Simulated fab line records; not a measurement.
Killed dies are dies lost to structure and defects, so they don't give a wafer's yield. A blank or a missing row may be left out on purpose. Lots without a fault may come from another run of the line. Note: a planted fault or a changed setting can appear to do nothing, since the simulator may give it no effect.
Which tool did it? | flow gf180mcu | 21 wafers from 7 lots sampled at 2 of the route's 602 steps

== WHAT THE GAUGES READ, wafer by wafer ==
GF_M5_CD_MEAS_07 targets a cd of 280 nm.
lot  | measured     | on        | cd_nm (nm)
L564 | day 26 17:35 | cd_sem-02 | 279.4 278.6 278.0
L570 | day 28 17:28 | cd_sem-02 | 279.0 280.1 278.3
L574 | day 29 22:41 | cd_sem-01 | 279.0 280.5 280.2
L580 | day 31 13:11 | cd_sem-02 | 280.1 281.0 279.8
L582 | day 32 00:41 | cd_sem-01 | 282.3 281.1 283.2
L584 | day 32 10:24 | cd_sem-01 | 279.7 280.0 280.1
L586 | day 32 16:11 | cd_sem-01 | 277.1 277.4 277.4

== WHICH TOOL RAN EACH LOT (tool, then ch and the chambers of the sampled wafers, then the start) ==
lot  | GF_MIM_SPUTTER_09
L564 | pvd_sputter-01, day 24 23:11
L570 | pvd_sputter-04, day 27 01:55
L574 | pvd_sputter-04, day 28 09:25
L580 | pvd_sputter-01, day 30 00:46
L582 | pvd_sputter-01, day 30 13:10
L584 | pvd_sputter-04, day 31 00:50
L586 | pvd_sputter-01, day 31 06:58
- GF_MIM_SPUTTER_09: material TiN, target thk 35 nm, time 29.2 s.

== THE ANSWER, worked out from the rows above alone ==
Rule: the usual values come from the lots themselves. Put in order of their means at a reading, lots are off if they are a third of the lots or fewer, leave a main group of 4 or more, and stand apart from it by a gap of 3 or more times the standard deviation of the main group's means; of several such gaps the widest counts. A main group is skipped when, at the precision printed for the reading in the tables above, its means are all equal. A lot without any number at a reading at which 4 lots or more have one is off too. All remaining lots with rows at the step are treated as sound.
Nothing can be told from this: no lot is off at any reading shown.

== WHAT WAS PUT IN BY THE SIMULATOR ==
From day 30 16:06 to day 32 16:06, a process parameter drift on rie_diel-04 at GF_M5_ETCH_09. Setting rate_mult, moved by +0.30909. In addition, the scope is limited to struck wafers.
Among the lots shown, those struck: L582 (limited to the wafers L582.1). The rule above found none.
